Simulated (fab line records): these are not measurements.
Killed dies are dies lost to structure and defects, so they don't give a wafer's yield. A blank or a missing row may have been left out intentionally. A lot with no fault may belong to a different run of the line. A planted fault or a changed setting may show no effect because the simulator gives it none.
fab line records | flow sky130
record lots=5 wafers=15 last-day=49
route steps=708 shown DNWELL@37 PWDE@45
lots untouched by any fault: they come from a run of this same line in which no faults occurred
start-h: start of the lot's first displayed wafer, in hours after the record's first day | wait-h: how many hours have passed since the lot's step before this one | " repeats the value in the row above | L1.1+2: one row covering several wafers at once | - no value, or no start given | * or withheld: withheld | < > ~ a bound
route shown NAME@n: NAME is a module with steps in the file, n the number in the route of the first one | usual: mean/standard deviation taken from wafers without a fault | same: alike in all rows | chamber/n: place in a boat | sites: readings site by site | _std_site: standard deviation of those values | _edge_site: mean of outer sites minus mean of inner sites | radius-mm: for every site, how far away it sits from the centre of the wafer | mask NAME#n: copy n | behind: the last tool/chamber to shape the wafer | hold: what put the lot on hold/how long, in hours/how the hold closed | device: names the non-switching transistor (n, p or np) | end of line: the same wafers' tests at the end of the route | a step given without rows: its recipe and nothing more | killed: not the wafer's yield, but the dies lost to structure and defects at the first sort | map: dies across one wafer; x = killed, . = not, _ = none there
set.NAME: the setting that was run; set.NAME@STEP: the one run at that earlier step | model.NAME: the simulator's own value behind a step, which no gauge read
lots at some steps of the route; a table a step, a row a wafer
services: from which hour (start-h, from the record's first day; less than 0 if before it) a tool's chamber was out of use, for how many hours, and why
## steps
# step SKY_DNWELL_COAT_02
# recipe spin-rpm=2000 resist-thk-nm=3000
# step SKY_DNWELL_SOFTBAKE_03
# recipe temp-c=110 time-s=withheld
# step SKY_DNWELL_EXPOSE_04
# recipe mask-id=DNM na=0.57 target-cd-nm=3000 dose-mj=222
# step SKY_DNWELL_PEB_05
# recipe temp-c=115 time-s=withheld
# step SKY_DNWELL_DEVELOP_06
# recipe wall-angle-deg=90 developer=TMAH develop-time-s=60 dev-temp-c=23
# step SKY_DNWELL_IMPLANT_07
# recipe species=P energy-kev=withheld dose-cm2=withheld tilt-deg=withheld
# step SKY_DNWELL_STRIP_08
# recipe chemistry=O2/N2 power-w=1400 pressure-mtorr=1500 platen-temp-c=withheld o2-flow-sccm=3000 n2-flow-sccm=300 overash-fraction=0.5
# usual drypump-motor-current-A=5.7/0.34 oes-product-au=0.723/0.0042 strip-time-to-endpoint-s=36.92/0.11
# columns lot.wafer tool chamber start-h wait-h drypump-motor-current-A oes-product-au rf-hours-counter-h strip-time-to-endpoint-s
L691.1 plasma-asher-04 0 60.32 0.1 5.3 0.718 27 37.02
L691.4 " 1 " " 5.8 0.725 - 37.13
L691.6 " 0 " " 5.3 0.724 - 36.96
L693.2 plasma-asher-01 1 72.89 0.1 6.0 0.725 40 36.73
L693.4 " 0 " " 5.6 0.723 - 36.91
L693.6 " 0 " " 5.5 0.727 - 36.79
L695.1 plasma-asher-02 1 81.71 0.1 5.4 0.726 35 36.77
L695.2 " 0 " " 6.2 0.721 35 36.92
L695.3 " 1 " " 5.4 0.721 - 36.88
L707.1 plasma-asher-01 0 141.81 0.1 5.6 0.719 47 36.97
L707.5 " 0 " " 5.6 0.722 - 36.83
L707.6 " 1 " " 6.0 0.719 - 36.83
L711.2 plasma-asher-04 1 164.74 0.1 5.8 0.723 38 36.98
L711.3 " 1 " " 5.8 0.719 - 36.99
L711.6 " 1 " " 5.8 0.719 - 37.12
# step SKY_DNWELL_TW_MEAS_09
# usual DNWELL_TW=1120/7.1
# columns lot.wafer tool chamber start-h wait-h DNWELL_TW
L691.1 film-metro-04 - 60.42 0.1 1121
L691.4 " - " " 1127
L691.6 " - " " 1126
L693.2 film-metro-02 - 73.00 0.1 1120
L693.4 " - " " 1109
L693.6 " - " " 1117
L695.1 film-metro-04 - 81.81 0.1 1124
L695.2 " - " " 1120
L695.3 " - " " 1123
L707.1 film-metro-03 - 141.91 0.1 1111
L707.5 " - " " 1118
L707.6 " - " " 1112
L711.2 film-metro-04 - 164.85 0.1 1110
L711.3 " - " " 1110
L711.6 " - " " 1103
# step SKY_PWDE_DEHYDRATE_00
# recipe temp-c=200 time-s=60
# step SKY_PWDE_HMDS_01
# recipe prime-time-s=60 prime-temp-c=120
# step SKY_PWDE_COAT_02
# recipe spin-rpm=2000 resist-thk-nm=3000
# step SKY_PWDE_SOFTBAKE_03
# recipe temp-c=110 time-s=withheld
# step SKY_PWDE_EXPOSE_04
# recipe mask-id=PWDEM na=0.6 source-shape=conventional sigma-outer=0.6 polarization=unpolarized target-cd-nm=840 dose-mj=214
# columns lot.wafer tool chamber start-h wait-h mask
L691.1+4+6 iline-stepper-02 0 68.67 - PWDEM#0
L693.2+4+6 iline-stepper-01 0 81.60 - PWDEM#0
L695.1+2+3 iline-stepper-01 0 89.95 - DNM#0
L707.1+5+6 iline-stepper-01 0 152.15 - PWDEM#0
L711.2+3+6 iline-stepper-01 0 174.80 - PWDEM#0
# step SKY_PWDE_PEB_05
# recipe temp-c=115 time-s=withheld
# step SKY_PWDE_DEVELOP_06
# recipe wall-angle-deg=90 developer=TMAH develop-time-s=60 dev-temp-c=23
# step SKY_PWDE_OVL_MEAS_07
# usual PWDE_OVL=0.4/1.6
# columns lot.wafer tool chamber start-h wait-h PWDE_OVL[nm]
L691.1 overlay-02 - 75.58 - 1.4
L691.4 " - " " 0.7
L691.6 " - " " 1.4
L693.2 overlay-02 - 89.48 - 1.9
L693.4 " - " " 3.3
L693.6 " - " " 3.9
L695.1 overlay-02 - 99.16 - -
L695.2 " - " " -
L695.3 " - " " -
L707.1 overlay-02 - 160.92 - -1.2
L707.5 " - " " 1.5
L707.6 " - " " 0.6
L711.2 overlay-01 - 184.72 - 0.3
L711.3 " - " " 1.0
L711.6 " - " " 0.9
# step SKY_PWDE_IMPLANT_08
# recipe species=B energy-kev=150 dose-cm2=3.6e+12 tilt-deg=withheld
# step SKY_PWDE_STRIP_09
# recipe chemistry=O2/N2 power-w=1400 pressure-mtorr=1500 platen-temp-c=withheld o2-flow-sccm=3000 n2-flow-sccm=300 overash-fraction=0.5
# usual drypump-motor-current-A=5.9/0.48 oes-product-au=0.723/0.0044 strip-time-to-endpoint-s=36.90/0.098
# columns lot.wafer tool chamber start-h wait-h drypump-motor-current-A oes-product-au rf-hours-counter-h strip-time-to-endpoint-s
L691.1 plasma-asher-02 1 75.76 0.1 5.4 0.723 35 37.16
L691.4 " 0 " " 6.3 0.725 - 37.15
L691.6 " 1 " " 5.3 0.725 - 36.94
L693.2 plasma-asher-03 0 89.66 0.1 5.4 0.721 41 36.98
L693.4 " 0 " " 5.4 0.719 - 37.01
L693.6 " 0 " " 5.4 0.724 - 36.97
L695.1 plasma-asher-02 0 99.35 0.1 6.3 0.725 37 36.98
L695.2 " 1 " " 5.4 0.727 37 36.96
L695.3 " 1 " " 5.4 0.730 - 36.93
L707.1 plasma-asher-01 0 161.11 0.1 5.6 0.717 49 36.96
L707.5 " 0 " " 5.6 0.724 - 36.90
L707.6 " 1 " " 6.0 0.732 - 36.88
L711.2 plasma-asher-02 1 184.90 0.1 5.4 0.720 46 36.81
L711.3 " 1 " " 5.4 0.723 - 36.75
L711.6 " 1 " " 5.4 0.724 - 36.92
# step SKY_PWDE_TW_MEAS_10
# usual PWDE_TW=375.3/2.2
# columns lot.wafer tool chamber start-h wait-h hold PWDE_TW
L691.1 film-metro-03 - 75.86 0.1 - 371.5
L691.4 " - " " - 372.2
L691.6 " - " " - 374.2
L693.2 film-metro-04 - 89.77 0.1 - 376.8
L693.4 " - " " - 375.9
L693.6 " - " " - 376.4
L695.1 film-metro-02 - 99.45 0.1 await-dispo/0.2h/release 30.1
L695.2 " - " " await-dispo/0.2h/release 30.3
L695.3 " - " " await-dispo/0.2h/release 30.1
L695.1 film-metro-02 - 99.68 0.2 - 30.3
L695.2 " - " " - 30.3
L695.3 " - " " - 30.0
L707.1 film-metro-03 - 161.21 0.1 - 375.2
L707.5 " - " " - 378.3
L707.6 " - " " - 376.9
L711.2 film-metro-03 - 185.01 0.1 - 374.8
L711.3 " - " " - 374.9
L711.6 " - " " - 374.2
## services
# columns tool chamber start-h hours kind
iline-stepper-01 - 51.44 1.0 repair
plasma-asher-02 - 56.41 4.5 repair
iline-stepper-01 - 58.94 1.7 pm
plasma-asher-03 - 66.34 0.5 repair
plasma-asher-03 - 84.79 0.5 repair
plasma-asher-03 - 108.75 9.0 pm
plasma-asher-03 0 108.75 9.0 vent-cycle
plasma-asher-03 1 108.75 9.0 vent-cycle
plasma-asher-03 0 117.75 - clean
plasma-asher-03 1 117.75 - clean
iline-stepper-02 - 118.72 1.7 pm
## key
first-sign step=SKY_PWDE_EXPOSE_04 reading=mask direction=changed
effect step=SKY_PWDE_OVL_MEAS_07 reading=PWDE_OVL direction=missing
effect step=SKY_PWDE_TW_MEAS_10 reading=visit direction=added
effect step=SKY_PWDE_TW_MEAS_10 reading=PWDE_TW direction=down sigmas=99+ usual=375.3 struck=30.2
met-at SKY_PWDE_EXPOSE_04
struck-wafers L695.1,L695.2,L695.3
scrapped-behind SKY_PWDE_TW_MEAS_10 L695.1,L695.2,L695.3
onset-between 81.60 89.95
fault kind=wrong-mask tool=any chamber=- onset-h=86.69 steps=SKY_PWDE_EXPOSE_04 aux-copy=DNM#0 scope=struck-lots-only
